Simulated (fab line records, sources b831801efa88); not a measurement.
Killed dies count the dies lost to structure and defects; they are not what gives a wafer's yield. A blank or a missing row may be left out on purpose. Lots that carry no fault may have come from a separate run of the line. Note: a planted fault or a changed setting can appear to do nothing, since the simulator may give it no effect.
Struck lot and sound lot, side by side :: flow sky130 :: 24 steps out of a route of 708
Sound: the wafers L984.3, L984.5, L984.6. Wafers struck: L987.1, L987.4, L987.5. The cause is named last.
At each step with rows: each side's tool, then ch and its chambers, then its first start. Under that, the readings that differ: sound wafers :: struck wafers :: difference of the means :: sigmas: that difference in standard deviations of wafers without a fault.
alike: same words and numbers on both sides, and readings whose means sit less than 2 such deviations apart. not compared: any withheld reading, any reading some wafer has no value for, any bound like >300 that may hide the same value, and any number with overlapping values for which the record gives no deviation.
Wherever a step has rows on one side only, a row that says differs or no value, or a row with sigmas, the two part there. Numbers that don't overlap but have no deviation are shown without sigmas and don't part them. A reading that every wafer of one side lacks parts them only if that side has two wafers or more.

SKY_VIA1_THK_MEAS_23: measures by xrf.
  sound: film metro-02 at day 33 10:07; struck: film metro-04 at day 34 14:29
  alike: VIA1_W_THK
SKY_VIA1_CMP_24: polishes, stops on SiO2, t overpolish 15 s, target thk 0 nm.
  sound on cmp-01 ch 0,3, day 33 10:12; struck on cmp-01 ch 2,3, day 34 14:33
  alike: motor current A, overpolish run s, time to endpoint s
then, 1 step without rows for these wafers: SKY_METAL2_SPUTTER_00 (material Ti, target thk 15 nm, time 10 s).
SKY_METAL2_SPUTTER_01: material TiN, target thk 20 nm, time 16.7 s.
  sound: pvd sputter-04 at day 33 10:29; struck: pvd sputter-04 at day 34 14:52
  alike: throttle valve pct
then, 2 steps without rows for these wafers: SKY_METAL2_SPUTTER_02 (material AlCu, target thk 250 nm, time 13.3 s); SKY_METAL2_SPUTTER_03 (material Ti, target thk 5 nm, time 3.3 s).
SKY_METAL2_SPUTTER_04: material TiN, target thk 70 nm, time 58.3 s.
  sound: pvd sputter-04 at day 33 10:33; struck: pvd sputter-04 at day 34 14:56
  alike: throttle valve pct
SKY_METAL2_RS_MEAS_05: uses a four-point probe to measure.
  sound: film metro-04 at day 33 10:38; struck: film metro-01 at day 34 14:59
  alike: METAL2_ALCU_RS
SKY_METAL2_THK_MEAS_06: measures by xrf.
  sound: film metro-04 at day 33 10:44; struck: film metro-01 at day 34 15:07
  alike: METAL2_ALCU_THK
then, 3 steps without rows for these wafers: SKY_METAL2_DEHYDRATE_07 (time 60 s); SKY_METAL2_HMDS_08 (prime time 60 s); SKY_METAL2_COAT_09 (resist thk 60 nm).
SKY_METAL2_COAT_10: resist thk 450 nm.
  sound on litho track-04 ch 0, day 33 23:00; struck on litho track-03 ch 0, day 35 03:00
reading: spin speed rpm (rpm)
sound: 3001.6 3001.8 3000.6
struck: 2866.4 2866.5 2863.1
difference: -136.0
sigmas: -76

reading: model.KrF-thick_of_METAL2_COAT_10.thk nm (nm)
sound: 450.9 449.7 450
struck: 463.7 463.1 461.8
difference: +12.7
sigmas: 
  alike: chill plate temp C
then, 4 steps without rows for these wafers: SKY_METAL2_SOFTBAKE_11 (time 90 s); SKY_METAL2_EXPOSE_12 (exposes mask MM2, target cd 140 nm); SKY_METAL2_PEB_13; SKY_METAL2_DEVELOP_14 (develop time 60 s).
SKY_METAL2_CD_MEAS_15 targets a cd of 140 nm.
  sound: cd sem-02 at day 34 13:04; struck: cd sem-01 at day 35 17:17
  alike: cd nm
SKY_METAL2_OVL_MEAS_16:
  sound: overlay-02 at day 34 13:10; struck: overlay-02 at day 35 17:24
  alike: METAL2_OVL
SKY_METAL2_DESCUM_17: chemistry O2, time 8 s.
  sound on rie metal-03 ch 0,1, day 34 13:12; struck on rie metal-02 ch 0,1, day 35 17:26
  alike: chamber pressure mTorr, drypump motor current A, oes product au
  not compared: rf hours counter h
SKY_METAL2_ETCH_18: etches BARC in N2/H2, stops on SiO2, time 45.9 s, target depth 60 nm.
  sound on rie metal-03 ch 0,1, day 34 13:14; struck on rie metal-02 ch 0,1, day 35 17:28
  alike: chamber pressure mTorr, drypump motor current A, oes product au, throttle valve pct
  not compared: rf hours counter h
SKY_METAL2_METAL_ETCH_19: etches the open film in Cl2/BCl3, stops on SiO2, target depth 360 nm, time 78 s.
  sound on rie metal-03 ch 0,1, day 34 13:19; struck on rie metal-02 ch 0,1, day 35 17:32
reading: model.KrF-thick_of_METAL2_COAT_10.thk nm (nm)
sound: 155.5 145.7 155
struck: 173.3 170 172.3
difference: +19.8
sigmas: 
  alike: chamber pressure mTorr, drypump motor current A, oes product au, throttle valve pct
  not compared: rf hours counter h
then, 1 step without rows for these wafers: SKY_METAL2_STRIP_20 (strips in O2/N2).
-- the record jumps here: 10 days lie between the struck wafers' starts before and after (it left off in module METAL2 and takes up again in module PAD_OPEN, whose first step shown is number 708 of the route) --
SKY_PAD_OPEN_PROBE_99:
  sound: prober-02 at day 45 05:49; struck: prober-02 at day 46 05:19
reading: killed_at_M0_to_M3
sound: 32 29 52
struck: 60 59 46
difference: +17
sigmas: +2

reading: killed open
sound: 38 36 41
struck: 56 52 56
difference: +16
sigmas: +2
  alike: defect limited yield, killed_at_M4_up, killed at contacts, killed at front end, killed at other, killed dies, killed short, sort_bin_3_pad_short, sort_bin_5_function, sort_bin_6_memory, sort n pass, sort yield pct

== WHERE THEY PART ==
First at SKY_METAL2_COAT_10; last, within this record, at SKY_PAD_OPEN_PROBE_99.

WHY: what had been put in by the simulator
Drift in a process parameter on litho track-03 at SKY_METAL2_COAT_10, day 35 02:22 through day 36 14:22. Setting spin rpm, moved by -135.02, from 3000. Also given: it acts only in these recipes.
